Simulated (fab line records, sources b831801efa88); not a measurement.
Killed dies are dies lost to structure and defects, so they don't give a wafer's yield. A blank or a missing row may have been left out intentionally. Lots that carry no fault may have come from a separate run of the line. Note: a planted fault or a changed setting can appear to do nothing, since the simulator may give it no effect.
What tool caused it? || flow gf180mcu || 12 lots with 36 wafers sampled at 7 steps, on a route of 602 steps

== WHAT THE GAUGES SHOWED, per wafer ==
GF_CONTACT_RS_MEAS_25: a four-point-probe measurement. Usual: CONTACT_W_RS gives 0.386 ohm/sq (standard deviation 0.0036).
{"lot": "L771", "measured": "day 16 18:31", "on": "film-metro-03", "CONTACT_W_RS (ohm/sq)": "0.386 0.389 0.386", "flag": ""}
{"lot": "L772", "measured": "day 17 03:21", "on": "film-metro-03", "CONTACT_W_RS (ohm/sq)": "0.390 0.386 0.389", "flag": ""}
{"lot": "L774", "measured": "day 17 21:23", "on": "film-metro-02", "CONTACT_W_RS (ohm/sq)": "0.382 0.384 0.384", "flag": ""}
{"lot": "L777", "measured": "day 18 21:27", "on": "film-metro-04", "CONTACT_W_RS (ohm/sq)": "0.384 0.390 0.388", "flag": ""}
{"lot": "L778", "measured": "day 19 04:00", "on": "film-metro-03", "CONTACT_W_RS (ohm/sq)": "0.389 0.391 0.388", "flag": ""}
{"lot": "L779", "measured": "day 19 09:55", "on": "film-metro-03", "CONTACT_W_RS (ohm/sq)": "0.386 0.386 0.390", "flag": ""}
{"lot": "L780", "measured": "day 19 22:58", "on": "film-metro-03", "CONTACT_W_RS (ohm/sq)": "0.390 0.380 0.388", "flag": ""}
{"lot": "L781", "measured": "day 20 03:52", "on": "film-metro-02", "CONTACT_W_RS (ohm/sq)": "0.387 0.470 0.470", "flag": "OFF"}
{"lot": "L782", "measured": "day 20 13:24", "on": "film-metro-02", "CONTACT_W_RS (ohm/sq)": "0.381 0.379 0.469", "flag": "OFF"}
{"lot": "L791", "measured": "day 23 14:58", "on": "film-metro-02", "CONTACT_W_RS (ohm/sq)": "0.388 0.385 0.381", "flag": ""}
{"lot": "L792", "measured": "day 24 10:05", "on": "film-metro-03", "CONTACT_W_RS (ohm/sq)": "0.383 0.386 0.384", "flag": ""}
{"lot": "L793", "measured": "day 24 12:02", "on": "film-metro-04", "CONTACT_W_RS (ohm/sq)": "0.387 0.381 0.383", "flag": ""}

GF_CONTACT_THK_MEAS_26: measures by xrf. Usual: CONTACT_W_THK gives 290.4 nm (standard deviation 2.9).
{"lot": "L771", "measured": "day 16 18:37", "on": "film-metro-03", "CONTACT_W_THK (nm)": "291.9 289.0 289.3", "flag": ""}
{"lot": "L772", "measured": "day 17 03:28", "on": "film-metro-03", "CONTACT_W_THK (nm)": "290.3 292.5 291.0", "flag": ""}
{"lot": "L774", "measured": "day 17 21:29", "on": "film-metro-02", "CONTACT_W_THK (nm)": "297.4 295.1 295.4", "flag": ""}
{"lot": "L777", "measured": "day 18 21:34", "on": "film-metro-04", "CONTACT_W_THK (nm)": "290.6 286.4 288.0", "flag": ""}
{"lot": "L778", "measured": "day 19 04:07", "on": "film-metro-03", "CONTACT_W_THK (nm)": "291.1 285.9 289.2", "flag": ""}
{"lot": "L779", "measured": "day 19 10:01", "on": "film-metro-03", "CONTACT_W_THK (nm)": "290.2 290.6 287.3", "flag": ""}
{"lot": "L780", "measured": "day 19 23:05", "on": "film-metro-03", "CONTACT_W_THK (nm)": "286.7 295.1 290.5", "flag": ""}
{"lot": "L781", "measured": "day 20 03:59", "on": "film-metro-02", "CONTACT_W_THK (nm)": "289.9 237.3 238.8", "flag": "OFF"}
{"lot": "L782", "measured": "day 20 13:31", "on": "film-metro-02", "CONTACT_W_THK (nm)": "293.1 292.5 238.9", "flag": "OFF"}
{"lot": "L791", "measured": "day 23 15:05", "on": "film-metro-02", "CONTACT_W_THK (nm)": "286.1 287.2 291.4", "flag": ""}
{"lot": "L792", "measured": "day 24 10:13", "on": "film-metro-03", "CONTACT_W_THK (nm)": "294.5 292.1 293.2", "flag": ""}
{"lot": "L793", "measured": "day 24 12:08", "on": "film-metro-04", "CONTACT_W_THK (nm)": "289.2 294.3 290.9", "flag": ""}

GF_M4_OVL_MEAS_15. Usual: M4_OVL gives -1 nm (standard deviation 6.5).
{"lot": "L771", "measured": "day 24 03:23", "on": "overlay-01", "M4_OVL (nm)": "-5 -7 1", "flag": ""}
{"lot": "L772", "measured": "day 24 11:33", "on": "overlay-02", "M4_OVL (nm)": "3 2 6", "flag": ""}
{"lot": "L774", "measured": "day 25 04:43", "on": "overlay-01", "M4_OVL (nm)": "6 5 5", "flag": ""}
{"lot": "L777", "measured": "day 26 02:36", "on": "overlay-01", "M4_OVL (nm)": "-2 -7 -3", "flag": ""}
{"lot": "L778", "measured": "day 26 07:19", "on": "overlay-01", "M4_OVL (nm)": "-7 -11 -5", "flag": ""}
{"lot": "L779", "measured": "day 26 11:10", "on": "overlay-01", "M4_OVL (nm)": "-2 1 -1", "flag": ""}
{"lot": "L780", "measured": "day 26 23:30", "on": "overlay-01", "M4_OVL (nm)": "-4 -6 -5", "flag": ""}
{"lot": "L781", "measured": "day 27 03:52", "on": "overlay-01", "M4_OVL (nm)": "7 3 0", "flag": ""}
{"lot": "L782", "measured": "day 27 12:25", "on": "overlay-01", "M4_OVL (nm)": "-7 -5 -2", "flag": ""}
{"lot": "L791", "measured": "day 30 00:30", "on": "overlay-02", "M4_OVL (nm)": "-4 -6 -12", "flag": ""}
{"lot": "L792", "measured": "day 30 18:31", "on": "overlay-01", "M4_OVL (nm)": "12 6 9", "flag": ""}
{"lot": "L793", "measured": "day 30 20:03", "on": "overlay-02", "M4_OVL (nm)": "10 7 7", "flag": ""}

== WHAT TOOL EACH LOT RAN ON (gives the tool, then ch and the chambers of the sampled wafers, and finally the start) ==
{"lot": "L771", "GF_CONTACT_CVD_24": "cvd-w-01 ch 0,1, day 16 18:21", "GF_CONTACT_CMP_27": "cmp-01 ch 1,2,3, day 16 18:47", "GF_V3_SPUTTER_22": "pvd-sputter-04, day 23 04:19", "GF_M4_SPUTTER_01": "pvd-sputter-04, day 23 05:02"}
{"lot": "L772", "GF_CONTACT_CVD_24": "cvd-w-01 ch 0,1, day 17 03:14", "GF_CONTACT_CMP_27": "cmp-01 ch 0,2,3, day 17 03:38", "GF_V3_SPUTTER_22": "pvd-sputter-04, day 23 12:17", "GF_M4_SPUTTER_01": "pvd-sputter-01, day 23 13:01"}
{"lot": "L774", "GF_CONTACT_CVD_24": "cvd-w-01 ch 0,1, day 17 21:17", "GF_CONTACT_CMP_27": "cmp-01 ch 1,2,3, day 17 21:40", "GF_V3_SPUTTER_22": "pvd-sputter-02, day 24 05:37", "GF_M4_SPUTTER_01": "pvd-sputter-02, day 24 06:21"}
{"lot": "L777", "GF_CONTACT_CVD_24": "cvd-w-02 ch 0,1, day 18 21:20", "GF_CONTACT_CMP_27": "cmp-01 ch 2,3, day 18 21:37", "GF_V3_SPUTTER_22": "pvd-sputter-04, day 25 04:17", "GF_M4_SPUTTER_01": "pvd-sputter-04, day 25 05:01"}
{"lot": "L778", "GF_CONTACT_CVD_24": "cvd-w-01 ch 0,1, day 19 03:54", "GF_CONTACT_CMP_27": "cmp-01 ch 0,2,3, day 19 04:17", "GF_V3_SPUTTER_22": "pvd-sputter-04, day 25 09:06", "GF_M4_SPUTTER_01": "pvd-sputter-01, day 25 09:50"}
{"lot": "L779", "GF_CONTACT_CVD_24": "cvd-w-02 ch 0,1, day 19 09:47", "GF_CONTACT_CMP_27": "cmp-01 ch 0,2,3, day 19 10:08", "GF_V3_SPUTTER_22": "pvd-sputter-04, day 25 12:49", "GF_M4_SPUTTER_01": "pvd-sputter-01, day 25 13:43"}
{"lot": "L780", "GF_CONTACT_CVD_24": "cvd-w-02 ch 0,1, day 19 22:52", "GF_CONTACT_CMP_27": "cmp-01 ch 0,3, day 19 23:11", "GF_V3_SPUTTER_22": "pvd-sputter-02, day 26 01:35", "GF_M4_SPUTTER_01": "pvd-sputter-04, day 26 02:32"}
{"lot": "L781", "GF_CONTACT_CVD_24": "cvd-w-02 ch 0,1, day 20 03:46", "GF_CONTACT_CMP_27": "cmp-02 ch 1,3, day 20 04:05", "GF_V3_SPUTTER_22": "pvd-sputter-04, day 26 05:59", "GF_M4_SPUTTER_01": "pvd-sputter-02, day 26 07:04"}
{"lot": "L782", "GF_CONTACT_CVD_24": "cvd-w-02 ch 0,1, day 20 13:18", "GF_CONTACT_CMP_27": "cmp-02 ch 0,1,3, day 20 13:35", "GF_V3_SPUTTER_22": "pvd-sputter-04, day 26 14:52", "GF_M4_SPUTTER_01": "pvd-sputter-02, day 26 15:35"}
{"lot": "L791", "GF_CONTACT_CVD_24": "cvd-w-02 ch 0,1, day 23 14:51", "GF_CONTACT_CMP_27": "cmp-02 ch 1,2, day 23 15:08", "GF_V3_SPUTTER_22": "pvd-sputter-02, day 29 04:17", "GF_M4_SPUTTER_01": "pvd-sputter-04, day 29 05:01"}
{"lot": "L792", "GF_CONTACT_CVD_24": "cvd-w-01 ch 0,1, day 24 09:59", "GF_CONTACT_CMP_27": "cmp-02 ch 0,1,2, day 24 10:16", "GF_V3_SPUTTER_22": "pvd-sputter-04, day 29 22:34", "GF_M4_SPUTTER_01": "pvd-sputter-02, day 29 23:18"}
{"lot": "L793", "GF_CONTACT_CVD_24": "cvd-w-01 ch 0,1, day 24 11:55", "GF_CONTACT_CMP_27": "cmp-02 ch 0,2,3, day 24 12:20", "GF_V3_SPUTTER_22": "pvd-sputter-04, day 30 00:35", "GF_M4_SPUTTER_01": "pvd-sputter-01, day 30 01:19"}
- GF_CONTACT_CVD_24: deposits W, target thk 300 nm, time 90.339 s.
- GF_CONTACT_CMP_27: polishes, stops on SiO2, t overpolish 15 s, target thk 0 nm.
- GF_V3_SPUTTER_22: material TiN, target thk 10 nm, time 40 s.
- GF_M4_SPUTTER_01: material TiN, target thk 30 nm, time 25 s.

== AS READ BY THE TOOLS THEMSELVES (means over the sampled wafers that have a number; for cases with no such wafer, the mark the record gives instead) ==
GF_CONTACT_CVD_24. Usual: heater-power-w 815 W, standard deviation 36; susceptor-temp-C 399.98 C, standard deviation 0.24.
{"lot": "L771", "tool": "cvd-w-01", "heater-power-w (W)": 835, "susceptor-temp-C (C)": 399.90, "flag": ""}
{"lot": "L772", "tool": "cvd-w-01", "heater-power-w (W)": 824, "susceptor-temp-C (C)": 400.06, "flag": ""}
{"lot": "L774", "tool": "cvd-w-01", "heater-power-w (W)": 835, "susceptor-temp-C (C)": 399.98, "flag": ""}
{"lot": "L777", "tool": "cvd-w-02", "heater-power-w (W)": 785, "susceptor-temp-C (C)": 400.02, "flag": ""}
{"lot": "L778", "tool": "cvd-w-01", "heater-power-w (W)": 816, "susceptor-temp-C (C)": 400.02, "flag": ""}
{"lot": "L779", "tool": "cvd-w-02", "heater-power-w (W)": 808, "susceptor-temp-C (C)": 399.88, "flag": ""}
{"lot": "L780", "tool": "cvd-w-02", "heater-power-w (W)": 820, "susceptor-temp-C (C)": 400.06, "flag": ""}
{"lot": "L781", "tool": "cvd-w-02", "heater-power-w (W)": 776, "susceptor-temp-C (C)": 392.80, "flag": "OFF"}
{"lot": "L782", "tool": "cvd-w-02", "heater-power-w (W)": 762, "susceptor-temp-C (C)": 396.66, "flag": "OFF"}
{"lot": "L791", "tool": "cvd-w-02", "heater-power-w (W)": 789, "susceptor-temp-C (C)": 399.88, "flag": ""}
{"lot": "L792", "tool": "cvd-w-01", "heater-power-w (W)": 832, "susceptor-temp-C (C)": 399.97, "flag": ""}
{"lot": "L793", "tool": "cvd-w-01", "heater-power-w (W)": 834, "susceptor-temp-C (C)": 399.85, "flag": ""}

GF_CONTACT_CMP_27. Usual: edge-zone-pressure-frac 1.001, standard deviation 0.0048; motor-current-A 10.6 A, standard deviation 1; time-to-endpoint-s 73 s, standard deviation 3.9.
{"lot": "L771", "tool": "cmp-01", "edge-zone-pressure-frac": 0.994, "motor-current-A (A)": 9.9, "time-to-endpoint-s (s)": 75, "flag": ""}
{"lot": "L772", "tool": "cmp-01", "edge-zone-pressure-frac": 1.001, "motor-current-A (A)": 9.7, "time-to-endpoint-s (s)": 73, "flag": ""}
{"lot": "L774", "tool": "cmp-01", "edge-zone-pressure-frac": 1.005, "motor-current-A (A)": 9.7, "time-to-endpoint-s (s)": 78, "flag": ""}
{"lot": "L777", "tool": "cmp-01", "edge-zone-pressure-frac": 1.000, "motor-current-A (A)": 9.5, "time-to-endpoint-s (s)": 74, "flag": ""}
{"lot": "L778", "tool": "cmp-01", "edge-zone-pressure-frac": 1.000, "motor-current-A (A)": 9.6, "time-to-endpoint-s (s)": 74, "flag": ""}
{"lot": "L779", "tool": "cmp-01", "edge-zone-pressure-frac": 1.001, "motor-current-A (A)": 9.9, "time-to-endpoint-s (s)": 74, "flag": ""}
{"lot": "L780", "tool": "cmp-01", "edge-zone-pressure-frac": 1.004, "motor-current-A (A)": 9.6, "time-to-endpoint-s (s)": 73, "flag": ""}
{"lot": "L781", "tool": "cmp-02", "edge-zone-pressure-frac": 1.000, "motor-current-A (A)": 10.9, "time-to-endpoint-s (s)": 63, "flag": ""}
{"lot": "L782", "tool": "cmp-02", "edge-zone-pressure-frac": 0.997, "motor-current-A (A)": 10.9, "time-to-endpoint-s (s)": 69, "flag": ""}
{"lot": "L791", "tool": "cmp-02", "edge-zone-pressure-frac": 1.000, "motor-current-A (A)": 11.9, "time-to-endpoint-s (s)": 70, "flag": ""}
{"lot": "L792", "tool": "cmp-02", "edge-zone-pressure-frac": 0.999, "motor-current-A (A)": 11.5, "time-to-endpoint-s (s)": 71, "flag": ""}
{"lot": "L793", "tool": "cmp-02", "edge-zone-pressure-frac": 0.999, "motor-current-A (A)": 11.6, "time-to-endpoint-s (s)": 72, "flag": ""}

GF_V3_SPUTTER_22. Usual: throttle-valve-pct at 30.3 %, with a standard deviation of 0.76.
{"lot": "L771", "tool": "pvd-sputter-04", "throttle-valve-pct (%)": 30.1, "flag": ""}
{"lot": "L772", "tool": "pvd-sputter-04", "throttle-valve-pct (%)": 30.4, "flag": ""}
{"lot": "L774", "tool": "pvd-sputter-02", "throttle-valve-pct (%)": 30.5, "flag": ""}
{"lot": "L777", "tool": "pvd-sputter-04", "throttle-valve-pct (%)": 30.6, "flag": ""}
{"lot": "L778", "tool": "pvd-sputter-04", "throttle-valve-pct (%)": 30.7, "flag": ""}
{"lot": "L779", "tool": "pvd-sputter-04", "throttle-valve-pct (%)": 30.5, "flag": ""}
{"lot": "L780", "tool": "pvd-sputter-02", "throttle-valve-pct (%)": 29.6, "flag": ""}
{"lot": "L781", "tool": "pvd-sputter-04", "throttle-valve-pct (%)": 30.2, "flag": ""}
{"lot": "L782", "tool": "pvd-sputter-04", "throttle-valve-pct (%)": 30.3, "flag": ""}
{"lot": "L791", "tool": "pvd-sputter-02", "throttle-valve-pct (%)": 30.1, "flag": ""}
{"lot": "L792", "tool": "pvd-sputter-04", "throttle-valve-pct (%)": 30.2, "flag": ""}
{"lot": "L793", "tool": "pvd-sputter-04", "throttle-valve-pct (%)": 30.1, "flag": ""}

GF_M4_SPUTTER_01. Usual: throttle-valve-pct at 30.2 %, with a standard deviation of 0.98.
{"lot": "L771", "tool": "pvd-sputter-04", "throttle-valve-pct (%)": 30.2, "flag": ""}
{"lot": "L772", "tool": "pvd-sputter-01", "throttle-valve-pct (%)": 29.4, "flag": ""}
{"lot": "L774", "tool": "pvd-sputter-02", "throttle-valve-pct (%)": 29.8, "flag": ""}
{"lot": "L777", "tool": "pvd-sputter-04", "throttle-valve-pct (%)": 30.7, "flag": ""}
{"lot": "L778", "tool": "pvd-sputter-01", "throttle-valve-pct (%)": 29.6, "flag": ""}
{"lot": "L779", "tool": "pvd-sputter-01", "throttle-valve-pct (%)": 28.6, "flag": ""}
{"lot": "L780", "tool": "pvd-sputter-04", "throttle-valve-pct (%)": 30.0, "flag": ""}
{"lot": "L781", "tool": "pvd-sputter-02", "throttle-valve-pct (%)": 29.8, "flag": ""}
{"lot": "L782", "tool": "pvd-sputter-02", "throttle-valve-pct (%)": 30.4, "flag": ""}
{"lot": "L791", "tool": "pvd-sputter-04", "throttle-valve-pct (%)": 30.2, "flag": ""}
{"lot": "L792", "tool": "pvd-sputter-02", "throttle-valve-pct (%)": 30.0, "flag": ""}
{"lot": "L793", "tool": "pvd-sputter-01", "throttle-valve-pct (%)": 29.8, "flag": ""}

== THE ANSWER, worked out from the rows above alone ==
Rule: take the mean of a lot's wafers that have a number; if it is more than 3 standard deviations from the usual mean, the lot is off. Also off: a lot with no number at a reading for which 4 or more lots have one. Any other lot the step has rows for is counted as sound. The gauges are gone through in route order, then the tools' own readings, and for those a lot's mean is taken as printed above. At the first step where some lot is off, the reading lying furthest off is the one used; lots without a number count as furthest.
Off: L781, L782, seen at GF_CONTACT_RS_MEAS_25 (CONTACT_W_RS).
If a tool, at a process step before that reading, ran all the lots that are off and no sound lot after the first of them, it fits. The gauges at GF_CONTACT_RS_MEAS_25 aren't tried: what is off there is off at GF_CONTACT_CVD_24 too, on other tools, and a gauge's error can't cause that. Not one of the candidates tried fits.

== WHAT THE SIMULATOR PUT IN ==
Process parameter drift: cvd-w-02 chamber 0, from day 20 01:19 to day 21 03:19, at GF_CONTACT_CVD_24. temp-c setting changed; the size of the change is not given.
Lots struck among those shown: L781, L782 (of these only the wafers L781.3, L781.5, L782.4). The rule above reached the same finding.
